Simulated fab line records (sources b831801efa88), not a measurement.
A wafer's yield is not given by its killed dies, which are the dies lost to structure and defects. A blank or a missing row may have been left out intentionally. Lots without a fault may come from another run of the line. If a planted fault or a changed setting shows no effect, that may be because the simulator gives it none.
Which tool did it? | flow gf180mcu | 13 lots, 39 wafers sampled, at 4 steps of a route of 602

## WHAT THE GAUGES READ, wafer by wafer
GF_LVPWELL_OVL_MEAS_07.
lot  | measured    | on         | LVPWELL_OVL (nm)
L211 | day 4 02:55 | overlay-01 | -1.7 -0.5 -3.1
L212 | day 4 07:53 | overlay-02 | -1.3 0.0 -0.1
L213 | day 4 15:23 | overlay-02 | -1.2 -2.2 0.4
L216 | day 5 08:19 | overlay-02 | - - -
L217 | day 5 14:40 | overlay-02 | - - -
L218 | day 5 20:43 | overlay-02 | - - -
L227 | day 7 21:59 | overlay-02 | 2.3 -1.6 -0.2
L228 | day 8 02:10 | overlay-02 | -0.3 -2.3 -1.4
L229 | day 8 07:16 | overlay-01 | -1.1 -1.1 -0.9
L230 | day 8 16:34 | overlay-01 | -0.7 0.3 -1.6
L231 | day 8 19:50 | overlay-02 | -1.0 -0.9 -0.1
L232 | day 8 23:25 | overlay-01 | -0.8 0.6 -1.6
L233 | day 9 06:47 | overlay-02 | -0.4 -0.9 -0.8

GF_LVPWELL_TW_MEAS_11.
lot  | measured    | on           | LVPWELL_TW
L211 | day 4 03:21 | filmMetro-03 | 564 562 563
L212 | day 4 08:19 | filmMetro-01 | 565 565 563
L213 | day 4 15:49 | filmMetro-04 | 556 556 552
L216 | day 5 08:45 | filmMetro-04 | 30 30 30
L217 | day 5 15:05 | filmMetro-04 | 30 30 30
L218 | day 5 21:08 | filmMetro-03 | 30 30 30
L227 | day 7 22:25 | filmMetro-01 | 567 566 566
L228 | day 8 02:37 | filmMetro-01 | 567 568 567
L229 | day 8 07:41 | filmMetro-01 | 560 562 563
L230 | day 8 16:59 | filmMetro-01 | 565 566 565
L231 | day 8 20:16 | filmMetro-01 | 561 567 566
L232 | day 8 23:52 | filmMetro-03 | 558 560 562
L233 | day 9 07:13 | filmMetro-01 | 565 562 562

## WHAT TOOL EACH LOT RAN ON (gives the tool, then ch and the chambers of the sampled wafers, and finally the start)
lot  | GF_STI_CMP_25                | GF_LVPWELL_DEVELOP_06
L211 | cmp-02 ch 2,3, day 2 10:10   | lithoTrack-04 ch 0, day 4 02:00
L212 | cmp-02 ch 1,2,3, day 2 13:53 | lithoTrack-01 ch 0, day 4 07:00
L213 | cmp-02 ch 1,2,3, day 2 19:59 | lithoTrack-03 ch 0, day 4 15:00
L216 | cmp-02 ch 0,1, day 3 12:18   | lithoTrack-04 ch 0, day 5 08:00
L217 | cmp-01 ch 0,1,3, day 3 18:04 | lithoTrack-04 ch 0, day 5 14:00
L218 | cmp-01 ch 1,3, day 3 23:13   | lithoTrack-04 ch 0, day 5 20:00
L227 | cmp-02 ch 0,2,3, day 5 21:04 | lithoTrack-03 ch 0, day 7 21:00
L228 | cmp-01 ch 0,1,3, day 5 23:41 | lithoTrack-01 ch 0, day 8 02:00
L229 | cmp-02 ch 0,1,2, day 6 05:51 | lithoTrack-04 ch 0, day 8 07:00
L230 | cmp-02 ch 0,2,3, day 6 12:53 | lithoTrack-04 ch 0, day 8 16:00
L231 | cmp-01 ch 0,2,3, day 6 16:39 | lithoTrack-01 ch 0, day 8 19:00
L232 | cmp-01 ch 0,1,2, day 6 20:44 | lithoTrack-01 ch 0, day 8 23:00
L233 | cmp-02 ch 0,1,3, day 7 02:26 | lithoTrack-01 ch 0, day 9 06:00
- GF_STI_CMP_25: polishes, stops on Si3N4, t overpolish 33 s, target thk 524.6 nm.
- GF_LVPWELL_DEVELOP_06: develop time 60 s.

## AS READ BY THE TOOLS THEMSELVES (means over the sampled wafers that have a number; for cases with no such wafer, the mark the record gives instead)
GF_STI_CMP_25.
lot  | tool   | headPressurePsi (psi) | motorCurrentA (A) | overpolishRunS (s) | timeToEndpointS (s)
L211 | cmp-02 | 3.999                 | 12.3              | 33.005             | 119
L212 | cmp-02 | 4.001                 | 12.4              | 32.998             | 119
L213 | cmp-02 | 3.998                 | 12.4              | 32.997             | 118
L216 | cmp-02 | 3.996                 | 11.6              | 32.995             | 126
L217 | cmp-01 | 3.996                 | 11.6              | 33.001             | 127
L218 | cmp-01 | 4.005                 | 12.6              | 33.010             | 127
L227 | cmp-02 | 4.004                 | 12.2              | 33.004             | 120
L228 | cmp-01 | 4.004                 | 11.6              | 33.003             | 130
L229 | cmp-02 | 4.007                 | 11.7              | 33.001             | 122
L230 | cmp-02 | 4.012                 | 12.4              | 32.999             | 124
L231 | cmp-01 | 3.990                 | 12.5              | 33.004             | 130
L232 | cmp-01 | 4.005                 | 11.3              | 32.993             | 127
L233 | cmp-02 | 3.991                 | 12.2              | 33.010             | 125

## THE ANSWER, worked out from the rows above alone
Rule: what is usual is taken from the lots themselves. The widest of any qualifying gaps counts: lots, ordered by their means at a reading, are off when they make up no more than a third of the lots, leave a main group of 4 or more, and stand apart from it by 3 or more times the standard deviation of that group's means. Not used: any main group whose means are identical at the precision the tables above print for the reading. A lot without any number at a reading at which 4 lots or more have one is off too. Any other lot the step has rows for is counted as sound. The gauges are gone through in route order, then the tools' own readings, and for those a lot's mean is taken as printed above. The first step at which some lot is off is used, and at that step the reading that is off furthest; a lot without a number counts as furthest.
Off: L216, L217, L218, seen at GF_LVPWELL_OVL_MEAS_07 (LVPWELL_OVL). Without a number there: L216, L217, L218. Mean -0.8 nm and standard deviation 0.49 in the main group.
If a tool, at a process step before that reading, ran all the lots that are off and no sound lot after the first of them, it fits. The gauges at GF_LVPWELL_OVL_MEAS_07 aren't tried: what is off there is off at GF_LVPWELL_TW_MEAS_11 too, on other tools, and a gauge's error can't cause that. No candidate that was tried fits.

## WHAT HAD BEEN PUT IN BY THE SIMULATOR
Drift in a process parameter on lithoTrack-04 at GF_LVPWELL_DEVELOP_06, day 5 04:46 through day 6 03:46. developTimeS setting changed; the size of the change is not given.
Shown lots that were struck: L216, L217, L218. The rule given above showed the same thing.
